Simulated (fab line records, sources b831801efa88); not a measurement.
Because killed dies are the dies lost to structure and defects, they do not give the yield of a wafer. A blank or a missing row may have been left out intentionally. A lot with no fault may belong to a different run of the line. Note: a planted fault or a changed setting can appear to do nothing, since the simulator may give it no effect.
Matching of chambers    flow sky130    SKY_VIA1_CMP_02 on cmp-02: 4 sister chambers
The step polishes SiO2. 4 wafers are shown with their chamber, then 7 later ones without.

WAFERS, EACH WITH ITS CHAMBER
wafer   chamber  motor current A (A)
L474.1  2        13.8
L474.6  3        12.7
L488.4  1        14.6
L488.5  0        11.0

WAFERS WITHOUT THEIR CHAMBER
wafer   motor current A (A)
L488.6  12.9
L489.3  14.4
L489.4  13.6
L489.6  11.2
L492.1  14.4
L492.2  13.0
L492.6  13.7

WHICH CHAMBER EACH WENT THROUGH
wafer    from the rows above       in truth
L488.6   3                         3
L489.3   can't be placed: 1 or 2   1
L489.4   2                         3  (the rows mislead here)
L489.6   0                         0
L492.1   can't be placed: 1 or 2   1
L492.2   3                         3
L492.6   2                         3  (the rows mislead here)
Correct placement for 3 of the 7. From these rows, 2 cannot be placed; in 2 the true chamber is one of the candidates. Wrongly placed: 2.
How it was worked out, from the rows above alone: a wafer's distance from a chamber is the root of the sum, over the readings, of the square of ((its reading less the chamber's mean) divided by the reading's scatter). If the next closest chamber is less than 2 further off than the closest, the wafer can't be placed; otherwise it belongs to the closest. For every chamber, the mean is computed from those of its wafers that are shown. The scatter: with one shown wafer a chamber, the root of the mean of the squares of how far each hidden wafer lies from its nearest shown one.
